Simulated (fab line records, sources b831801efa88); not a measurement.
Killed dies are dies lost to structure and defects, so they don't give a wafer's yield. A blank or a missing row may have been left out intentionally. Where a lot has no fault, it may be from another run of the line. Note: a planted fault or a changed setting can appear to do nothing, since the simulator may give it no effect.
Which tool did it?	flow gf180mcu	12 lots, 33 wafers sampled, at 5 steps of a route of 602

## WHAT EACH GAUGE READ, for each wafer
GF_NWELL_TW_MEAS_11. Usual: NWELL_TW gives 1590 (standard deviation 11).
lot	measured	on	NWELL_TW	flag
L370	day 3 07:32	filmMetro-01	1581 1560 1569	
L371	day 3 15:32	filmMetro-02	1591 1595 1602	
L373	day 3 23:59	filmMetro-02	1609 1605 1597	
L372	day 4 00:08	filmMetro-03	1585 1579 1584	
L374	day 4 04:12	filmMetro-02	1591 1597 1593	
L375	day 4 09:04	filmMetro-03	1592 1586 1598	
L381	day 5 22:15	filmMetro-02	1485 1596	OFF
L383	day 6 07:54	filmMetro-02	1487 1591	OFF
L385	day 6 15:52	filmMetro-02	1587 1487	OFF
L389	day 7 13:32	filmMetro-03	1592 1595 1591	
L390	day 7 21:26	filmMetro-02	1593 1597 1601	
L391	day 8 02:11	filmMetro-02	1594 1598 1599	

GF_VT_IMPLANT_OVL_MEAS_07. Usual: VT_IMPLANT_OVL gives 0.4 nm (standard deviation 1.2).
lot	measured	on	VT_IMPLANT_OVL (nm)	flag
L370	day 5 13:03	overlay-01	1.6 0.2 3.1	
L371	day 5 21:08	overlay-01	0.0 0.7 1.2	
L373	day 6 08:48	overlay-01	0.7 3.4 2.2	
L372	day 6 09:06	overlay-02	-0.5 -1.7 0.2	
L374	day 6 11:14	overlay-01	0.4 -0.6 0.0	
L375	day 6 19:48	overlay-01	0.4 -0.7 -0.7	
L381	day 8 12:58	overlay-02	0.9 0.8	
L383	day 8 23:19	overlay-01	0.8 -0.1	
L385	day 9 08:23	overlay-01	2.0 0.5	
L389	day 10 07:55	overlay-02	-0.8 -1.1 -0.4	
L390	day 10 19:25	overlay-02	-0.5 -1.5 -0.6	
L391	day 10 23:43	overlay-01	0.4 2.3 1.1	

GF_VT_IMPLANT_RS_MEAS_47: uses a four-point probe to measure. Usual: NWELL_RS gives 486.9 ohm/sq (standard deviation 1.2).
lot	measured	on	NWELL_RS (ohm/sq)	flag
L370	day 7 10:44	filmMetro-03	486.8 488.0 488.0	
L371	day 7 20:33	filmMetro-02	486.8 489.0 487.2	
L373	day 8 07:05	filmMetro-02	485.9 484.7 484.6	
L372	day 8 08:55	filmMetro-02	488.0 487.6 488.0	
L374	day 8 10:40	filmMetro-01	488.2 486.7 488.8	
L375	day 8 20:56	filmMetro-02	488.0 486.9 488.3	
L381	day 10 17:16	filmMetro-01	561.3 488.1	OFF
L383	day 11 04:22	filmMetro-02	560.7 487.5	OFF
L385	day 11 15:07	filmMetro-01	484.9 557.8	OFF
L389	day 12 16:19	filmMetro-02	486.8 487.1 487.1	
L390	day 13 05:05	filmMetro-01	486.9 485.3 485.9	
L391	day 13 10:32	filmMetro-02	486.3 487.4 487.4	

GF_HV_LDD_THK_MEAS_57. Usual: HV_LDD_CVD_56_THK gives 90.2 nm (standard deviation 0.82).
lot	measured	on	HV_LDD_CVD_56_THK (nm)	flag
L370	day 12 08:02	filmMetro-01	90.5 90.5 90.6	
L371	day 12 19:40	filmMetro-02	89.5 89.1 89.5	
L373	day 13 04:55	filmMetro-03	89.2 89.7 89.6	
L372	day 13 11:05	filmMetro-01	89.4 89.8 90.5	
L374	day 13 13:14	filmMetro-01	88.4 88.5 88.4	
L375	day 13 22:25	filmMetro-01	89.5 89.6 89.3	
L381	day 16 03:17	filmMetro-02	91.4 91.5	
L383	day 16 17:26	filmMetro-03	89.4 89.8	
L385	day 17 09:05	filmMetro-01	90.7 90.4	
L389	day 18 15:50	filmMetro-01	91.1 91.8 91.1	
L390	day 19 10:29	filmMetro-01	90.9 90.8 91.1	
L391	day 19 17:04	filmMetro-01	90.3 91.5 90.4	

## WHICH TOOL RAN EACH LOT (tool, then ch and the chambers of the sampled wafers, then the start)
lot	GF_NWELL_IMPLANT_08
L370	implanter-04 ch 0, day 3 07:08
L371	implanter-04 ch 0, day 3 15:10
L373	implanter-01 ch 0, day 3 23:35
L372	implanter-04 ch 0, day 3 23:44
L374	implanter-04 ch 0, day 4 03:50
L375	implanter-01 ch 0, day 4 08:41
L381	implanter-04 ch 0, day 5 21:53
L383	implanter-04 ch 0, day 6 07:32
L385	implanter-04 ch 0, day 6 15:31
L389	implanter-01 ch 0, day 7 13:10
L390	implanter-01 ch 0, day 7 21:04
L391	implanter-01 ch 0, day 8 01:47
- GF_NWELL_IMPLANT_08

## WHAT THE TOOLS THEMSELVES READ (means of the sampled wafers that have a number; where no wafer has one, the mark that the record gives instead)
GF_NWELL_IMPLANT_08. Usual: beamOnS 10.02 s, standard deviation 0.19; faradayCurrentUA 84.4, standard deviation 1.6.
lot	tool	beamOnS (s)	faradayCurrentUA	flag
L370	implanter-04	10.07	84.2	
L371	implanter-04	10.14	83.8	
L373	implanter-01	9.92	85.1	
L372	implanter-04	10.02	84.4	
L374	implanter-04	9.93	84.9	
L375	implanter-01	10.01	84.9	
L381	implanter-04	8.67	99.2	OFF
L383	implanter-04	9.01	94.9	OFF
L385	implanter-04	8.92	97.2	OFF
L389	implanter-01	10.10	83.7	
L390	implanter-01	9.93	84.9	
L391	implanter-01	10.04	84.1	

## THE ANSWER, worked out from the rows above alone
Rule: lot off if the mean of its wafers having a number is beyond 3 standard deviations from the usual mean. A lot without any number at a reading at which 4 lots or more have one is off too. All remaining lots with rows at the step are treated as sound. The gauges are gone through in route order, then the tools' own readings, and for those a lot's mean is taken as printed above. At the first step where some lot is off, the reading lying furthest off is the one used; lots without a number count as furthest.
Off: L381, L383, L385, seen at GF_NWELL_TW_MEAS_11 (NWELL_TW).
If a tool, at a process step before that reading, ran all the lots that are off and no sound lot after the first of them, it fits. Not tried: the gauges at GF_NWELL_TW_MEAS_11; whatever is off there is also off at GF_NWELL_IMPLANT_08, on other tools, and gauge error can't account for it. One fits: GF_NWELL_IMPLANT_08 on implanter-04. Its last sound lot is L374 (day 4 03:50), its first lot that is off L381 (day 5 21:53): a fault that began between those two fits.
The tool's own readings at GF_NWELL_IMPLANT_08 bear it out: on the lots that are off they differ by more than 5 times the standard deviation of the sound lots' means. beamOnS reads 8.87 s there against 10.02 s on the sound lots; faradayCurrentUA reads 97.1 there against 84.4 on the sound lots.

## WHAT WAS PUT IN BY THE SIMULATOR
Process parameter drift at GF_NWELL_IMPLANT_08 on implanter-04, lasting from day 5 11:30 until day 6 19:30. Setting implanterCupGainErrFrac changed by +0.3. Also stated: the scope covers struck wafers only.
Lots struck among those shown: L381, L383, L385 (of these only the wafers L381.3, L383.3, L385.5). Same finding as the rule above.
